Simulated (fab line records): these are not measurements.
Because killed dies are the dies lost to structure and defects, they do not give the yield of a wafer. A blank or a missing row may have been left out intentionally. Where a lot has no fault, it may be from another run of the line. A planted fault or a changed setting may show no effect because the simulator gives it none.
2 desks looking at one fault    flow gf180mcu    every desk sees just its own numbers, and what lay behind them comes last

## THE METROLOGY DESK
What the gauges read, lot by lot, whatever tool the lot ran on: means of the sampled wafers that have a number. A lot is out of limits, marked OUT, if its mean lies more than 4 standard deviations from the usual mean; the brackets give that distance.
Columns: A = cd nm at GF_HV_LDD_CD_MEAS_46, usual 399.6 nm; B = cd nm at GF_PSD_CD_MEAS_07, usual 399.9 nm
lot   first seen here  A      B
L129  day 12 10:27     399.2  400.4
L130  day 12 20:26     397.4  399.8
L131  day 13 10:34     396.4  398.3
L133  day 13 14:48     397.8  400.0
L134  day 14 01:29     401.5  399.2
L138  day 15 09:29     398.1  397.4
L139  day 15 21:52     400.4  399.0
L146  day 18 01:20     402.7  411.8 (+6.0) OUT
L148  day 18 18:16     398.8  409.9 (+5.0) OUT
L150  day 19 12:10     402.6  400.5
L151  day 19 21:47     403.0  402.5
L152  day 19 23:17     402.3  401.8
This desk's verdict: out of limits on L146, L148, starting with L146 at day 20 05:11 (cd nm at GF_PSD_CD_MEAS_07). Within limits: L129, L130, L131, L133, L134, L138, L139, L150, L151, L152.

## DESK OF THE TOOL OWNER: litho track-03
The tool's own readings at GF_PSD_COAT_02 (resist thk 1000 nm): means of the sampled wafers that have a number, for each lot that ran on this tool. A lot is out of limits, marked OUT, if its mean lies more than 4 standard deviations from the usual mean; the brackets give that distance.
Columns: A = spin speed rpm at GF_PSD_COAT_02, usual 2999.9 rpm
lot   first seen here  A
L129  day 13 19:36     2999.7
L139  day 17 11:05     2998.9
L146  day 19 16:52     3853.6 (+99 or more) OUT
L148  day 20 10:16     3856.0 (+99 or more) OUT
This desk's verdict: out of limits on L146, L148, starting with L146 at day 19 16:52 (spin speed rpm at GF_PSD_COAT_02). Within limits: L129, L139.

## TAKEN TOGETHER
The tool owner's desk could have raised an alarm at day 19 16:52, on L146, L148.
L146, L148 would have let the metrology desk raise an alarm at day 20 05:11.
Every lot named ran GF_PSD_COAT_02 on litho track-03.

## WHAT HAD BEEN PUT IN BY THE SIMULATOR
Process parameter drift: litho track-03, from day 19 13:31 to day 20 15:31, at GF_PSD_COAT_02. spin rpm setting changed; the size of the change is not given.
Struck lots among those shown: L146, L148.
Counting hours from when the fault started, the first reading out of limits came at 3 for the tool owner's desk and at 16 for the metrology desk.
